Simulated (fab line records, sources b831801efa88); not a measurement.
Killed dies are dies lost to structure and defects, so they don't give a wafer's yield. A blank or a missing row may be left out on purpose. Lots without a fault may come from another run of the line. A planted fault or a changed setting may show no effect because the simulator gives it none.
fab line records | flow gf180mcu
record lots=6 wafers=18 last_day=34
route steps=602 shown NSD@246 PSD@248
lots that met no fault: from a run of the same line without faults
start_h: hours from the record's first day to the start of the lot's first wafer shown | wait_h: hours since the lot's step before | " the same as in the row above | L1.1+2: a row that stands for several wafers | - no value, or no start given | * or withheld: withheld | < > ~ a bound
route shown NAME@n: a module of which the file shows steps, and the number in the route of the first | usual: mean/standard deviation of fault-free wafers | same: alike in all rows | chamber/n: place in a boat | sites: the reading at each site | _std_site: their standard deviation | _edge_site: outer sites' mean less inner sites' | radius_mm: how far each site lies from the wafer's centre | mask NAME#n: copy n | behind: the tool/chamber that last shaped the wafer | hold: why the lot was held/for how many hours/how that ended | device: the transistor (n, p or np) that didn't switch | end of line: the same wafers' tests at the end of the route | a step without rows: its recipe alone | killed: dies lost to structure and defects at the first sort, not the wafer's yield | map: a wafer's dies, x killed, . not, _ none there
set.NAME: the setting as run; set.NAME@STEP: as run at that earlier step | model.NAME: the simulator's own value behind a step, which no gauge read
lots at some steps of the route; a table a step, a row a wafer
services: from which hour (start_h, from the record's first day; less than 0 if before it) a tool's chamber was out of use, for how many hours, and why
## steps
# step GF_NSD_STRIP_11
# recipe chemistry=O2/N2 power_w=1400 pressure_mtorr=1500 platen_temp_c=250 o2_flow_sccm=3000 n2_flow_sccm=300 overash_fraction=0.5
# usual chamber_pressure_mTorr=1500.0/1.3 drypump_motor_current_A=5.5/0.52 heater_power_w=360/24 oes_product_au=0.487/0.0045 strip_time_to_endpoint_s=22.99/0.035
# columns lot.wafer tool chamber start_h wait_h chamber_pressure_mTorr drypump_motor_current_A heater_power_w oes_product_au rf_hours_counter_h strip_time_to_endpoint_s
L978.1 plasma_asher-04 0 353.73 0.1 1500.3 5.2 346 0.487 70 23.03
L978.3 " 0 " " 1499.9 5.2 353 0.494 - 23.09
L978.6 " 0 " " 1498.5 5.2 358 0.482 - 23.06
L987.3 plasma_asher-03 0 409.36 0.1 1499.9 5.4 318 0.485 - 22.94
L987.4 " 1 " " 1499.8 6.0 363 0.490 - 22.93
L987.5 " 0 " " 1500.8 5.4 324 0.487 - 22.89
L988.2 plasma_asher-01 1 422.40 0.1 1499.8 4.8 371 0.485 66 23.02
L988.3 " 0 " " 1498.9 5.9 377 0.490 - 23.02
L988.5 " 1 " " 1496.8 4.7 376 0.486 - 23.05
L991.2 plasma_asher-01 1 442.30 0.1 1500.8 4.7 365 0.492 68 23.00
L991.3 " 0 " " 1497.9 5.9 384 0.482 - 23.01
L991.4 " 1 " " 1499.3 4.8 370 0.484 - 23.02
L993.3 plasma_asher-01 1 460.73 0.1 1498.2 4.8 375 0.494 - 23.07
L993.4 " 0 " " 1498.8 5.9 377 0.484 - 23.05
L993.5 " 1 " " 1500.3 4.8 359 0.485 - 22.97
L996.3 plasma_asher-01 1 487.91 0.1 1502.4 4.8 378 0.488 - 23.00
L996.4 " 0 " " 1500.7 5.9 380 0.482 - 22.97
L996.6 " 1 " " 1501.4 4.8 371 0.491 - 23.00
# step GF_NSD_TW_MEAS_12
# usual NSD_TW=4283/66
# columns lot.wafer tool chamber start_h wait_h NSD_TW
L978.1 film_metro-04 - 353.83 0.1 4209
L978.3 " - " " 4211
L978.6 " - " " 4236
L987.3 film_metro-04 - 409.45 0.1 4213
L987.4 " - " " 4208
L987.5 " - " " 4178
L988.2 film_metro-04 - 422.51 0.1 4195
L988.3 " - " " 4246
L988.5 " - " " 4239
L991.2 film_metro-01 - 442.41 0.1 4382
L991.3 " - " " 4373
L991.4 " - " " 4373
L993.3 film_metro-01 - 460.82 0.1 4331
L993.4 " - " " 4353
L993.5 " - " " 4333
L996.3 film_metro-01 - 488.00 0.1 4398
L996.4 " - " " 4394
L996.6 " - " " 4410
# step GF_PSD_DEHYDRATE_00
# recipe temp_c=200 time_s=60
# step GF_PSD_HMDS_01
# recipe prime_time_s=60 prime_temp_c=120
# step GF_PSD_COAT_02
# recipe resist=NOVOLAK spin_rpm=3000 resist_thk_nm=1000
# step GF_PSD_SOFTBAKE_03
# recipe temp_c=90 time_s=60 resist=NOVOLAK
# step GF_PSD_EXPOSE_04
# recipe mask_id=Pplus target_cd_nm=400 na=0.6 source_shape=conventional sigma_outer=0.6 dose_mj=140
# step GF_PSD_PEB_05
# recipe temp_c=withheld time_s=* resist=NOVOLAK
# step GF_PSD_DEVELOP_06
# recipe develop_time_s=60 dev_temp_c=23
# step GF_PSD_CD_MEAS_07
# recipe target_cd_nm=400
# usual cd_nm=399.6/2.3
# columns lot.wafer tool chamber start_h wait_h hold cd_nm
L978.1 cd_sem-02 - 375.51 0.1 - 401.7
L978.3 " - " " - 404.2
L978.6 " - " " - 402.4
L987.3 cd_sem-02 - 433.71 0.1 - 399.9
L987.4 " - " " - 399.5
L987.5 " - " " - 400.9
L988.2 cd_sem-01 - 446.13 0.1 await_dispo/0.2h/release 411.4
L988.3 " - " " await_dispo/0.2h/release 410.7
L988.5 " - " " await_dispo/0.2h/release 411.3
L988.2 cd_sem-01 - 446.42 0.3 - 411.2
L988.3 " - " " - 411.2
L988.5 " - " " - 410.7
L991.2 cd_sem-01 - 466.18 0.1 - 402.1
L991.3 " - " " - 399.8
L991.4 " - " " - 401.5
L993.3 cd_sem-02 - 484.91 0.1 - 400.3
L993.4 " - " " - 400.2
L993.5 " - " " - 400.3
L996.3 cd_sem-01 - 511.63 0.1 - 400.2
L996.4 " - " " - 401.3
L996.6 " - " " - 401.7
# step GF_PSD_OVL_MEAS_08
# usual PSD_OVL=-0.2/1.6
# columns lot.wafer tool chamber start_h wait_h hold PSD_OVL[nm]
L978.1 overlay-02 - 375.63 0.1 - 1.2
L978.3 " - " " - 0.2
L978.6 " - " " - 0.4
L987.3 overlay-01 - 433.81 0.1 - -1.0
L987.4 " - " " - 0.5
L987.5 " - " " - 0.0
L988.2 overlay-02 - 450.99 4.5 await_dispo/4.5h/release 1.9
L988.3 " - " " await_dispo/4.5h/release 0.5
L988.5 " - " " await_dispo/4.5h/release 0.8
L991.2 overlay-01 - 466.29 0.1 - -3.2
L991.3 " - " " - -2.1
L991.4 " - " " - -3.7
L993.3 overlay-01 - 485.00 0.1 - -1.3
L993.4 " - " " - -1.7
L993.5 " - " " - -0.4
L996.3 overlay-01 - 511.72 0.1 - 2.6
L996.4 " - " " - 2.0
L996.6 " - " " - 2.9
# step GF_PSD_IMPLANT_09
# recipe species=BF2 energy_kev=40 dose_cm2=1.5e+15 tilt_deg=7
# step GF_PSD_STRIP_10
# recipe chemistry=O2/N2 power_w=1400 pressure_mtorr=1500 platen_temp_c=250 o2_flow_sccm=3000 n2_flow_sccm=300 overash_fraction=0.5
# usual chamber_pressure_mTorr=1499.9/1.4 drypump_motor_current_A=5.5/0.54 heater_power_w=354/29 oes_product_au=0.592/0.0044 strip_time_to_endpoint_s=16.54/0.039
# columns lot.wafer tool chamber start_h wait_h chamber_pressure_mTorr drypump_motor_current_A heater_power_w oes_product_au rf_hours_counter_h strip_time_to_endpoint_s model.NOVOLAK_of_PSD_COAT_02.thk_nm
L978.1 plasma_asher-04 1 375.82 0.1 1500.3 6.1 309 0.594 72 16.54 0
L978.3 " 0 " " 1499.4 5.2 346 0.588 - 16.50 0
L978.6 " 1 " " 1500.5 6.1 309 0.589 - 16.50 0
L987.3 plasma_asher-04 1 434.01 0.1 - - - - - - 999.4
L987.4 " 0 " " - - - - - - 999.6
L987.5 " 0 " " - - - - - - 996
L988.2 plasma_asher-02 1 451.24 0.2 - - - - - - 1000
L988.3 " 1 " " - - - - - - 1002
L988.5 " 1 " " - - - - - - 1002
L991.2 plasma_asher-01 1 466.47 0.1 1500.8 4.8 374 0.599 71 16.53 0
L991.3 " 0 " " 1500.9 5.9 381 0.596 - 16.54 0
L991.4 " 1 " " 1500.4 4.8 371 0.592 - 16.52 0
L993.3 plasma_asher-01 0 485.21 0.1 1498.7 5.9 383 0.591 - 16.50 0
L993.4 " 1 " " 1498.9 4.7 372 0.588 - 16.58 0
L993.5 " 0 " " 1499.8 5.9 376 0.601 - 16.53 0
L996.3 plasma_asher-01 1 511.93 0.1 1500.9 4.8 369 0.593 - 16.59 0
L996.4 " 0 " " 1498.3 5.9 368 0.587 - 16.59 0
L996.6 " 1 " " 1499.4 4.7 378 0.597 - 16.53 0
# step GF_PSD_TW_MEAS_11
# usual PSD_TW=3189/45
# columns lot.wafer tool chamber start_h wait_h PSD_TW
L978.1 film_metro-04 - 375.92 0.1 3138
L978.3 " - " " 3137
L978.6 " - " " 3134
L987.3 film_metro-04 - 434.10 0.1 3173
L987.4 " - " " 3149
L987.5 " - " " 3176
L988.2 film_metro-04 - 451.40 0.1 3162
L988.3 " - " " 3155
L988.5 " - " " 3145
L991.2 film_metro-02 - 466.58 0.1 3173
L991.3 " - " " 3158
L991.4 " - " " 3189
L993.3 film_metro-02 - 485.30 0.1 3144
L993.4 " - " " 3155
L993.5 " - " " 3161
L996.3 film_metro-02 - 512.02 0.1 3167
L996.4 " - " " 3190
L996.6 " - " " 3183
## services
# columns tool chamber start_h hours kind
plasma_asher-03 - 347.28 2.8 pm
plasma_asher-04 - 356.12 5.0 repair
plasma_asher-01 - 369.06 4.0 pm
plasma_asher-02 - 421.25 9.0 pm
plasma_asher-02 0 421.25 9.0 vent_cycle
plasma_asher-02 1 421.25 9.0 vent_cycle
plasma_asher-02 0 430.25 - clean
plasma_asher-02 1 430.25 - clean
plasma_asher-01 - 436.80 2.8 pm
plasma_asher-03 - 464.51 3.4 repair
## key
first_sign step=GF_PSD_STRIP_10 reading=tool_record direction=missing
effect none on later readings
model_effect step=GF_PSD_STRIP_10 value=NOVOLAK_of_PSD_COAT_02.thk_nm without=0 struck=999.9
met_at GF_PSD_STRIP_10
struck_wafers L987.3,L987.4,L987.5,L988.2,L988.3,L988.5
later_rows_left_out L987.3,L987.4,L987.5,L988.2,L988.3,L988.5
sort_left_out L987.3,L987.4,L987.5,L988.2,L988.3,L988.5
tester_left_out L987,L988
loop_trim step=GF_PSD_EXPOSE_04 setting=dose lots=L988
onset_between 375.82 434.01
fault kind=skipped_step_whole tool=plasma_asher-02,plasma_asher-04 chamber=- onset_h=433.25 steps=GF_PSD_STRIP_10 scope=struck_lots_only
# tester_left_out: of these lots the tester's yield and bins aren't shown, on N5 and GAA mostly nor the transistor test; their killed dies are dies lost to structure and defects alone, not to doping, threshold or leakage, so they don't give the yield
# sort_left_out: the simulated sort isn't trusted on such a fault, so these wafers' sort isn't shown, and their yield isn't known
# later_rows_left_out: the simulator's readings of these wafers behind a module that went badly wrong aren't trusted and aren't shown, but for the sort
# loop_trim: a control loop set the setting to another value than it would have without faults
